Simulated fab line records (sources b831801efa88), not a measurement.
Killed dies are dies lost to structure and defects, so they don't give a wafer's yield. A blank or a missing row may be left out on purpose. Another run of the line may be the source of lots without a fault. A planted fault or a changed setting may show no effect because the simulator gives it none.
fab line records	flow sky130
record lots=12	wafers=36	last-day=50
route steps=708 shown FIELD_ISO@25 VT_ADJUST_NCORE@129 RES_PROTECT@214 METAL2@486 PAD_OPEN@708
lots that met no fault: from a run of the same line without faults
start-h: start of the lot's first displayed wafer, in hours after the record's first day	wait-h: how many hours have passed since the lot's step before this one	" same as the row above	L1.1+2: one row covering several wafers at once	- no value, or no start was given	* or withheld: withheld	< > ~ a bound
route shown NAME@n: NAME is a module with steps in the file, n the number in the route of the first one	usual: the fault-free wafers' mean and standard deviation	same: alike in all rows	chamber/n: place in a boat	sites: each site's reading	_std_site: the standard deviation of these	_edge_site: the outer-site mean with the inner-site mean subtracted	radius-mm: for every site, how far away it sits from the centre of the wafer	mask NAME#n: copy n	behind: the most recent tool/chamber to have shaped the wafer	hold: what put the lot on hold/how long, in hours/how the hold closed	device: the n, p or np transistor that did not switch	end of line: tests run on the same wafers once the route is complete	for a step that has no rows: nothing shown but its recipe	killed: count of dies lost to structure and defects at first sort (not the wafer's yield)	map: a wafer's dies, marking killed ones x, the rest . and places with no die _
set.NAME: the setting the step ran with; set.NAME@STEP: the setting that earlier step ran with	model.NAME: the simulator's own value behind a step, which no gauge read
one table for each step of the route and one row for each wafer, over a sample of lots
services: when a tool's chamber went out of use (start-h, in hours from the record's first day, below 0 if earlier), for how many hours, and the reason
## steps
# step SKY_FIELD_ISO_CVD_24
# recipe material=SiO2	target-thk-nm=595	temp-c=650	sigma-open-frac=0.3	time-s=99.2	sih4-flow-sccm=60	pressure-mtorr=6
# usual pressure-mtorr=6.000/0.011	susceptor-temp-C=649.98/0.29
lot.wafer	tool	chamber	start-h	wait-h	pressure-mtorr	susceptor-temp-C
L526.1	hdpcvd-01	2	30.55	0.1	5.998	649.69
L526.2	"	0	"	"	5.999	649.96
L526.6	"	1	"	"	6.011	649.84
L527.2	hdpcvd-01	2	37.90	0.0	6.000	649.78
L527.3	"	0	"	"	6.004	649.79
L527.4	"	1	"	"	6.012	649.65
L528.4	hdpcvd-02	0	40.80	0.1	5.984	649.81
L528.5	"	0	"	"	6.003	650.01
L528.6	"	1	"	"	6.018	650.08
L529.3	hdpcvd-02	0	48.04	0.1	6.006	649.75
L529.4	"	1	"	"	5.994	650.07
L529.5	"	0	"	"	6.003	649.88
L530.3	hdpcvd-02	1	52.47	0.1	5.996	649.67
L530.5	"	0	"	"	6.002	649.75
L530.6	"	1	"	"	6.000	649.84
L533.1	hdpcvd-01	1	70.41	0.1	5.998	650.19
L533.2	"	0	"	"	6.003	650.01
L533.3	"	2	"	"	5.994	649.53
L535.1	hdpcvd-01	1	78.87	0.1	4.801	649.73
L535.4	"	1	"	"	4.793	650.26
L535.6	"	2	"	"	6.007	649.93
L538.3	hdpcvd-02	1	95.35	0.0	6.003	649.55
L538.4	"	0	"	"	6.010	649.73
L538.6	"	2	"	"	5.982	650.57
L539.2	hdpcvd-01	1	100.31	0.0	4.817	650.08
L539.3	"	0	"	"	5.994	649.96
L539.5	"	2	"	"	6.009	650.02
L546.3	hdpcvd-02	2	135.68	0.0	5.990	649.72
L546.5	"	1	"	"	5.996	649.28
L546.6	"	0	"	"	5.992	650.15
L548.1	hdpcvd-02	2	146.43	0.1	6.001	650.20
L548.3	"	0	"	"	5.991	649.72
L548.5	"	2	"	"	5.982	649.89
L549.2	hdpcvd-01	1	153.59	0.0	5.993	650.23
L549.3	"	2	"	"	6.003	649.79
L549.5	"	1	"	"	5.977	649.92
# step SKY_VT_ADJUST_NCORE_STRIP_10
# recipe chemistry=O2/N2	power-w=1400	pressure-mtorr=1500	platen-temp-c=withheld	o2-flow-sccm=3000	n2-flow-sccm=300	overash-fraction=0.5
# usual drypump-motor-current-A=5.8/0.83	oes-product-au=0.716/0.0037	strip-time-to-endpoint-s=14.17/0.031
# same overash-fraction=0.5
lot.wafer	tool	chamber	start-h	wait-h	drypump-motor-current-A	oes-product-au	rf-hours-counter-h	strip-time-to-endpoint-s
L526.1	plasma-asher-04	0	177.89	0.1	6.3	0.721	5	14.19
L526.2	"	1	"	"	4.7	0.715	5	14.17
L526.6	"	0	"	"	6.4	0.714	-	14.19
L527.2	plasma-asher-02	0	186.74	0.1	4.8	0.715	38	14.19
L527.3	"	0	"	"	4.8	0.723	-	14.21
L527.4	"	1	"	"	5.1	0.714	-	14.18
L528.4	plasma-asher-02	1	193.08	0.1	5.1	0.719	-	14.16
L528.5	"	0	"	"	4.8	0.713	-	14.15
L528.6	"	1	"	"	5.0	0.722	-	14.16
L529.3	plasma-asher-03	1	203.02	0.1	6.7	0.710	-	14.16
L529.4	"	0	"	"	6.5	0.724	-	14.15
L529.5	"	0	"	"	6.5	0.716	-	14.15
L530.3	plasma-asher-03	0	207.13	0.1	6.5	0.718	-	14.19
L530.5	"	1	"	"	6.7	0.717	-	14.20
L530.6	"	0	"	"	6.5	0.719	-	14.19
L533.1	plasma-asher-03	1	236.04	0.1	6.7	0.715	55	14.11
L533.2	"	0	"	"	6.5	0.716	55	14.12
L533.3	"	1	"	"	6.7	0.713	-	14.11
L535.1	plasma-asher-02	1	245.04	0.1	5.0	0.725	45	14.17
L535.4	"	0	"	"	4.8	0.718	-	14.16
L535.6	"	1	"	"	5.1	0.716	-	14.17
L538.3	plasma-asher-04	1	265.96	0.1	4.7	0.718	-	14.20
L538.4	"	0	"	"	6.3	0.717	-	14.18
L538.6	"	1	"	"	4.7	0.713	-	14.23
L539.2	plasma-asher-03	0	274.84	0.1	6.5	0.709	58	14.14
L539.3	"	0	"	"	6.5	0.715	-	14.16
L539.5	"	0	"	"	6.5	0.717	-	14.12
L546.3	plasma-asher-03	0	322.22	0.1	6.5	0.719	-	14.14
L546.5	"	0	"	"	6.5	0.711	-	14.13
L546.6	"	1	"	"	6.7	0.715	-	14.13
L548.1	plasma-asher-03	0	346.34	0.1	6.5	0.707	65	14.18
L548.3	"	1	"	"	6.7	0.710	-	14.21
L548.5	"	0	"	"	6.5	0.713	-	14.18
L549.2	plasma-asher-03	0	354.98	0.1	6.5	0.713	65	14.22
L549.3	"	0	"	"	6.5	0.720	-	14.12
L549.5	"	1	"	"	6.7	0.720	-	14.19
# step SKY_RES_PROTECT_STRIP_07
# recipe chemistry=O2/N2	power-w=1400	pressure-mtorr=1500	platen-temp-c=withheld	o2-flow-sccm=3000	n2-flow-sccm=300	overash-fraction=0.5
# usual drypump-motor-current-A=6.1/0.72	oes-product-au=0.517/0.0047	strip-time-to-endpoint-s=23.32/0.041
# same overash-fraction=0.5
lot.wafer	tool	chamber	start-h	wait-h	drypump-motor-current-A	oes-product-au	rf-hours-counter-h	strip-time-to-endpoint-s
L526.1	plasma-asher-04	1	332.54	0.1	4.7	0.517	21	23.29
L526.2	"	0	"	"	6.3	0.522	21	23.31
L526.6	"	0	"	"	6.4	0.513	-	23.31
L527.2	plasma-asher-03	1	349.83	0.1	6.7	0.525	65	23.37
L527.3	"	0	"	"	6.5	0.520	-	23.42
L527.4	"	1	"	"	6.7	0.506	-	23.35
L528.4	plasma-asher-03	0	355.82	0.1	6.5	0.525	-	23.29
L528.5	"	1	"	"	6.7	0.507	-	23.35
L528.6	"	0	"	"	6.4	0.520	-	23.33
L529.3	plasma-asher-01	0	363.77	0.1	5.9	0.521	-	23.29
L529.4	"	1	"	"	6.7	0.517	-	23.30
L529.5	"	1	"	"	6.6	0.518	-	23.27
L530.3	plasma-asher-04	0	369.07	0.1	6.3	0.516	-	23.36
L530.5	"	1	"	"	4.8	0.521	-	23.34
L530.6	"	0	"	"	6.3	0.516	-	23.32
L533.1	plasma-asher-01	0	404.64	0.1	5.9	0.517	70	23.30
L533.2	"	1	"	"	6.7	0.520	70	23.30
L533.3	"	1	"	"	6.6	0.513	-	23.30
L535.1	plasma-asher-04	0	414.56	0.1	6.4	0.517	29	23.28
L535.4	"	1	"	"	4.7	0.519	-	23.29
L535.6	"	0	"	"	6.4	0.515	-	23.30
L538.3	plasma-asher-01	1	441.49	0.2	6.7	0.524	-	23.33
L538.4	"	0	"	"	5.9	0.512	-	23.30
L538.6	"	0	"	"	5.9	0.518	-	23.31
L539.2	plasma-asher-04	1	454.81	0.1	4.7	0.517	33	23.25
L539.3	"	0	"	"	6.4	0.518	-	23.25
L539.5	"	1	"	"	4.7	0.514	-	23.30
L546.3	plasma-asher-03	1	509.39	0.1	6.7	0.516	-	23.28
L546.5	"	1	"	"	6.7	0.523	-	23.29
L546.6	"	0	"	"	6.5	0.515	-	23.27
L548.1	plasma-asher-01	0	534.88	0.1	5.9	0.514	11	23.30
L548.3	"	1	"	"	6.7	0.525	-	23.33
L548.5	"	1	"	"	6.6	0.523	-	23.29
L549.2	plasma-asher-04	1	543.88	0.1	4.7	0.517	41	23.24
L549.3	"	1	"	"	4.7	0.510	-	23.28
L549.5	"	0	"	"	6.3	0.518	-	23.28
# step SKY_METAL2_SPUTTER_03
# recipe material=Ti	target-thk-nm=5	power-w=3000	time-s=3.3	chamber-pressure-pa=0.4
# usual throttle-valve-pct=30.3/1.3
lot.wafer	tool	chamber	start-h	wait-h	throttle-valve-pct
L526.1	pvd-sputter-03	-	791.70	0.0	29.6
L526.2	"	-	"	"	32.2
L526.6	"	-	"	"	32.4
L527.2	pvd-sputter-04	-	803.40	0.0	28.7
L527.3	"	-	"	"	29.1
L527.4	"	-	"	"	27.8
L528.4	pvd-sputter-03	-	811.47	0.0	29.4
L528.5	"	-	"	"	31.3
L528.6	"	-	"	"	29.4
L529.3	pvd-sputter-04	-	820.37	0.0	28.8
L529.4	"	-	"	"	29.2
L529.5	"	-	"	"	27.5
L530.3	pvd-sputter-03	-	828.28	0.0	29.8
L530.5	"	-	"	"	29.4
L530.6	"	-	"	"	29.7
L533.1	pvd-sputter-03	-	854.22	0.0	31.4
L533.2	"	-	"	"	32.3
L533.3	"	-	"	"	29.9
L535.1	pvd-sputter-03	-	862.77	0.0	29.6
L535.4	"	-	"	"	31.3
L535.6	"	-	"	"	29.7
L538.3	pvd-sputter-03	-	890.07	0.0	29.2
L538.4	"	-	"	"	32.3
L538.6	"	-	"	"	29.8
L539.2	pvd-sputter-03	-	894.76	0.0	29.8
L539.3	"	-	"	"	29.5
L539.5	"	-	"	"	29.8
L546.3	pvd-sputter-03	-	944.67	0.0	31.5
L546.5	"	-	"	"	31.3
L546.6	"	-	"	"	29.7
L548.1	pvd-sputter-01	-	964.71	0.0	28.7
L548.3	"	-	"	"	30.1
L548.5	"	-	"	"	29.2
L549.2	pvd-sputter-03	-	968.53	0.0	31.4
L549.3	"	-	"	"	32.3
L549.5	"	-	"	"	32.3
# step SKY_PAD_OPEN_PROBE_99
# usual killed_at_M0_to_M3=42/7	killed_at_M4_up=2.8/1.8	killed-at-contacts=24/5.8	killed-at-front-end=15/4.8	killed-at-other=0.3/0.56	killed-dies=84/11	killed-open=46/7.8	killed-short=38/6.3
# same gross-dies=492	killed-at-back-side=0
lot.wafer	tool	chamber	start-h	wait-h	killed_at_M0_to_M3	killed_at_M4_up	killed-at-contacts	killed-at-front-end	killed-at-other	killed-dies	killed-open	killed-short
L539.2	prober-02	-	1151.31	0.1	50	3	25	15	0	93	47	46
L539.3	prober-02	-	1151.36	0.2	46	2	25	12	0	85	41	43
L539.5	prober-02	-	1151.46	0.2	46	2	29	11	1	89	48	40
# killed by level:class
L539.2 VIA1:geometric-particle:open=15 CONTACT:geometric-particle:open=10 VIA2:geometric-particle:open=9 METAL1:geometric-particle:short=9 FIELD_ISO:geometric-particle:short=7 LI_CONTACT:geometric-particle:open=6 LOCAL_INTERCONNECT:geometric-particle:short=5 METAL2:geometric-particle:short=5
L539.3 CONTACT:geometric-particle:open=9 VIA1:geometric-particle:short=8 VIA1:geometric-particle:open=8 METAL1:geometric-particle:short=7 CONTACT:geometric-particle:short=6 VIA2:geometric-particle:open=5 VIA3:geometric-particle:open=5 LOCAL_INTERCONNECT:geometric-particle:short=4
L539.5 VIA1:geometric-particle:open=11 CONTACT:geometric-particle:open=10 LI_CONTACT:geometric-particle:open=8 METAL1:geometric-particle:short=8 VIA2:geometric-particle:open=6 METAL2:geometric-particle:short=6 VIA1:geometric-particle:short=5 FIELD_ISO:geometric-particle:open=4
## services
tool	chamber	start-h	hours	kind
pvd-sputter-03	-	28.37	5.9	repair
pvd-sputter-03	-	40.89	7.0	repair
plasma-asher-04	-	67.77	8.5	repair
plasma-asher-04	-	108.75	9.0	pm
plasma-asher-04	-	119.74	5.1	repair
plasma-asher-03	-	182.22	14.6	pm
pvd-sputter-03	-	242.51	1.5	repair
plasma-asher-04	-	257.11	1.4	repair
plasma-asher-04	-	273.62	1.5	repair
pvd-sputter-03	-	288.73	4.1	repair
plasma-asher-03	-	297.17	3.5	repair
pvd-sputter-03	-	427.40	9.3	repair
plasma-asher-04	-	443.65	4.9	repair
plasma-asher-04	-	479.68	7.1	repair
plasma-asher-04	-	565.34	2.8	pm
pvd-sputter-03	-	631.03	3.1	repair
plasma-asher-04	-	676.69	28.1	pm
pvd-sputter-03	-	709.37	7.0	repair
plasma-asher-03	-	733.75	9.0	pm
pvd-sputter-03	-	783.16	1.0	repair
pvd-sputter-03	-	802.28	6.8	repair
plasma-asher-03	-	806.11	4.6	repair
plasma-asher-04	-	822.80	3.4	repair
plasma-asher-04	-	946.41	72.2	repair
## key
first-sign step=SKY_FIELD_ISO_CVD_24	reading=pressure-mtorr	direction=down	sigmas=99+	usual=6.000	struck=4.803
effect none on later readings
met-at SKY_FIELD_ISO_CVD_24
struck-lots L535,L539
struck-wafers L535.1,L535.4,L539.2
tester-left-out L535,L539
not-acting-at SKY_VT_ADJUST_NCORE_STRIP_10,SKY_RES_PROTECT_STRIP_07,SKY_METAL2_SPUTTER_03
onset-between 70.41 78.87
fault kind=process-parameter-drift	tool=hdpcvd-01	chamber=1	onset-h=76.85	steps=SKY_FIELD_ISO_CVD_24	channel=pressure-mtorr	offset=-1.2	shape=step	end-h=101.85	acts-in=these-recipes-only	stated=6
# tester-left-out: of these lots the tester's yield and bins aren't shown, on N5 and GAA mostly nor the transistor test; their killed dies are dies lost to structure and defects alone, not to doping, threshold or leakage, so they don't give the yield
